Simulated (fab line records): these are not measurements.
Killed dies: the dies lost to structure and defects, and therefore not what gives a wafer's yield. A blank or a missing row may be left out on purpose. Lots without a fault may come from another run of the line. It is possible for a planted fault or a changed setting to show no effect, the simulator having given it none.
What tool caused it? | flow sky130 | 14 lots with 42 wafers sampled at 4 steps, on a route of 708 steps

== WHAT THE GAUGES SHOWED, per wafer ==
SKY_METAL2_CD_MEAS_15: target cd 140 nm. Usual: cd_nm 140.2 nm, standard deviation 1.3.
lot  | measured     | on        | cd_nm (nm)        | flag
L426 | day 35 14:52 | cd_sem-02 | 138.3 140.0 138.1 |
L427 | day 35 17:05 | cd_sem-02 | 138.8 140.8 138.2 |
L429 | day 36 08:29 | cd_sem-01 | 142.3 141.9 142.0 |
L431 | day 37 01:24 | cd_sem-01 | 139.7 140.1 140.8 |
L434 | day 38 01:11 | cd_sem-01 | 140.0 139.8 141.2 |
L435 | day 38 07:10 | cd_sem-01 | 143.1 142.6 140.2 |
L441 | day 40 08:55 | cd_sem-01 | - - -             | OFF
L442 | day 40 14:28 | cd_sem-01 | - - -             | OFF
L444 | day 41 03:54 | cd_sem-01 | 140.3 141.0 139.6 |
L445 | day 41 08:22 | cd_sem-01 | 138.0 139.4 139.4 |
L446 | day 41 15:49 | cd_sem-01 | 139.9 139.5 139.5 |
L447 | day 41 23:01 | cd_sem-01 | 140.9 141.3 141.3 |
L448 | day 42 07:28 | cd_sem-02 | 140.8 139.5 141.7 |
L449 | day 42 11:21 | cd_sem-01 | 139.1 140.6 139.4 |

== EACH LOT AND THE TOOL THAT RAN IT (in order: tool; ch and the chambers of the sampled wafers; start) ==
lot  | SKY_VIA1_STRIP_16                    | SKY_VIA1_CMP_24               | SKY_METAL2_EXPOSE_12
L426 | plasma_asher-04 ch 0,1, day 34 11:16 | cmp-02 ch 1,2,3, day 34 12:14 | krf_scanner-02 ch 0, day 35 01:36
L427 | plasma_asher-02 ch 0,1, day 34 13:04 | cmp-01 ch 0,1,2, day 34 14:12 | krf_scanner-01 ch 0, day 35 04:10
L429 | plasma_asher-02 ch 0,1, day 35 05:09 | cmp-01 ch 2,3, day 35 06:05   | krf_scanner-02 ch 0, day 35 19:39
L431 | plasma_asher-02 ch 0,1, day 35 22:49 | cmp-01 ch 0,1,2, day 35 23:49 | krf_scanner-02 ch 0, day 36 13:36
L434 | plasma_asher-02 ch 0,1, day 36 21:34 | cmp-02 ch 0,1,2, day 36 22:35 | krf_scanner-02 ch 0, day 37 12:16
L435 | plasma_asher-04 ch 0,1, day 37 03:20 | cmp-01 ch 1,2, day 37 04:17   | krf_scanner-02 ch 0, day 37 18:44
L441 | plasma_asher-03 ch 0,1, day 39 05:58 | cmp-01 ch 0,1,2, day 39 07:02 | krf_scanner-02, day 39 20:35
L442 | plasma_asher-02 ch 0, day 39 11:22   | cmp-01 ch 2,3, day 39 12:17   | krf_scanner-01, day 40 02:41
L444 | plasma_asher-04 ch 1, day 40 01:04   | cmp-02 ch 0,1,2, day 40 02:05 | krf_scanner-01 ch 0, day 40 14:38
L445 | plasma_asher-03 ch 0,1, day 40 05:53 | cmp-01 ch 0,2, day 40 06:53   | krf_scanner-01 ch 0, day 40 19:57
L446 | plasma_asher-03 ch 0,1, day 40 13:04 | cmp-02 ch 0,3, day 40 14:01   | krf_scanner-02 ch 0, day 41 04:26
L447 | plasma_asher-02 ch 0, day 40 21:43   | cmp-02 ch 0,3, day 40 22:46   | krf_scanner-01 ch 0, day 41 11:25
L448 | plasma_asher-03 ch 0,1, day 41 05:28 | cmp-02 ch 0,1, day 41 06:26   | krf_scanner-02 ch 0, day 41 18:53
L449 | plasma_asher-03 ch 0,1, day 41 09:55 | cmp-02 ch 0,2, day 41 11:13   | krf_scanner-02 ch 0, day 41 23:49
- SKY_VIA1_STRIP_16: strips in O2/N2.
- SKY_VIA1_CMP_24: polishes, stops on SiO2, t overpolish 15 s, target thk 0 nm.
- SKY_METAL2_EXPOSE_12: exposes mask MM2, target cd 140 nm.

== AS READ BY THE TOOLS THEMSELVES (means over the sampled wafers that have a number; for cases with no such wafer, the mark the record gives instead) ==
SKY_VIA1_STRIP_16. Usual: drypump_motor_current_A 5.7 A, standard deviation 0.44; n2_flow_sccm 300.1 sccm, standard deviation 0.92; oes_product_au 0.416 a.u., standard deviation 0.0052; strip_time_to_endpoint_s 4.454 s, standard deviation 0.022.
lot  | tool            | drypump_motor_current_A (A) | n2_flow_sccm (sccm) | oes_product_au (a.u.) | strip_time_to_endpoint_s (s) | flag
L426 | plasma_asher-04 | 6.1                         | 299.2               | 0.414                 | 4.477                        |
L427 | plasma_asher-02 | 5.2                         | 299.4               | 0.415                 | 4.471                        |
L429 | plasma_asher-02 | 5.5                         | 300.1               | 0.416                 | 4.440                        |
L431 | plasma_asher-02 | 5.2                         | 299.7               | 0.412                 | 4.447                        |
L434 | plasma_asher-02 | 5.5                         | 299.9               | 0.421                 | 4.480                        |
L435 | plasma_asher-04 | 6.1                         | 300.7               | 0.419                 | 4.435                        |
L441 | plasma_asher-03 | 5.7                         | 299.6               | 0.420                 | 4.463                        |
L442 | plasma_asher-02 | 5.9                         | 299.9               | 0.414                 | 4.469                        |
L444 | plasma_asher-04 | 6.0                         | 300.8               | 0.416                 | 4.462                        |
L445 | plasma_asher-03 | 5.8                         | 300.0               | 0.413                 | 4.444                        |
L446 | plasma_asher-03 | 5.8                         | 299.7               | 0.416                 | 4.437                        |
L447 | plasma_asher-02 | 5.9                         | 299.4               | 0.415                 | 4.441                        |
L448 | plasma_asher-03 | 5.9                         | 299.7               | 0.409                 | 4.424                        |
L449 | plasma_asher-03 | 5.7                         | 300.7               | 0.411                 | 4.438                        |

SKY_VIA1_CMP_24. Usual: motor_current_A 11.2 A, standard deviation 1.4; overpolish_run_s 15.000 s, standard deviation 0.0096; time_to_endpoint_s 67.1 s, standard deviation 2.9.
lot  | tool   | motor_current_A (A) | overpolish_run_s (s) | time_to_endpoint_s (s) | flag
L426 | cmp-02 | 10.2                | 15.001               | 69.1                   |
L427 | cmp-01 | 12.1                | 14.997               | 70.3                   |
L429 | cmp-01 | 12.5                | 14.996               | 69.8                   |
L431 | cmp-01 | 12.1                | 15.002               | 64.1                   |
L434 | cmp-02 | 9.5                 | 15.001               | 69.6                   |
L435 | cmp-01 | 11.9                | 14.997               | 68.8                   |
L441 | cmp-01 | 12.4                | 14.989               | 67.0                   |
L442 | cmp-01 | 12.2                | 15.002               | 69.6                   |
L444 | cmp-02 | 9.2                 | 14.997               | 67.7                   |
L445 | cmp-01 | 12.7                | 14.999               | 67.7                   |
L446 | cmp-02 | 9.5                 | 14.994               | 67.1                   |
L447 | cmp-02 | 10.7                | 15.002               | 65.6                   |
L448 | cmp-02 | 9.5                 | 15.000               | 65.9                   |
L449 | cmp-02 | 9.5                 | 15.003               | 68.6                   |

SKY_METAL2_EXPOSE_12. Usual: exposure_dose_mJ_cm2 28.000, standard deviation 0.029; focus_offset_nm 0.0 nm, standard deviation 0.57.
lot  | tool           | exposure_dose_mJ_cm2 | focus_offset_nm (nm) | flag
L426 | krf_scanner-02 | 28.012               | -0.3                 |
L427 | krf_scanner-01 | 27.964               | -0.3                 |
L429 | krf_scanner-02 | 27.969               | 0.1                  |
L431 | krf_scanner-02 | 27.989               | -0.1                 |
L434 | krf_scanner-02 | 27.998               | -0.2                 |
L435 | krf_scanner-02 | 27.988               | 0.6                  |
L441 | krf_scanner-02 | -                    | -                    | OFF
L442 | krf_scanner-01 | -                    | -                    | OFF
L444 | krf_scanner-01 | 28.011               | -0.7                 |
L445 | krf_scanner-01 | 27.993               | -1.0                 |
L446 | krf_scanner-02 | 28.001               | -0.3                 |
L447 | krf_scanner-01 | 28.020               | -0.4                 |
L448 | krf_scanner-02 | 28.019               | 0.0                  |
L449 | krf_scanner-02 | 28.043               | 0.3                  |

== THE ANSWER, worked out from the rows above alone ==
Rule: take the mean of a lot's wafers that have a number; if it is more than 3 standard deviations from the usual mean, the lot is off. Also off: a lot with no number at a reading for which 4 or more lots have one. The other lots that the step has rows for count as sound. First the gauges in route order, then the tools' own readings, where a lot's mean is used as printed above. At the first step where some lot is off, the reading lying furthest off is the one used; lots without a number count as furthest.
Off: L441, L442 (SKY_METAL2_CD_MEAS_15, cd_nm). Without a number there: L441, L442.
A tool fits if, at a process step before that reading, it ran every lot that is off, and no sound lot after the first of them. Not tried: the gauges at SKY_METAL2_CD_MEAS_15; whatever is off there is also off at SKY_METAL2_EXPOSE_12, on other tools, and gauge error can't account for it. No candidate that was tried fits.

== WHAT THE SIMULATOR HAD PUT IN ==
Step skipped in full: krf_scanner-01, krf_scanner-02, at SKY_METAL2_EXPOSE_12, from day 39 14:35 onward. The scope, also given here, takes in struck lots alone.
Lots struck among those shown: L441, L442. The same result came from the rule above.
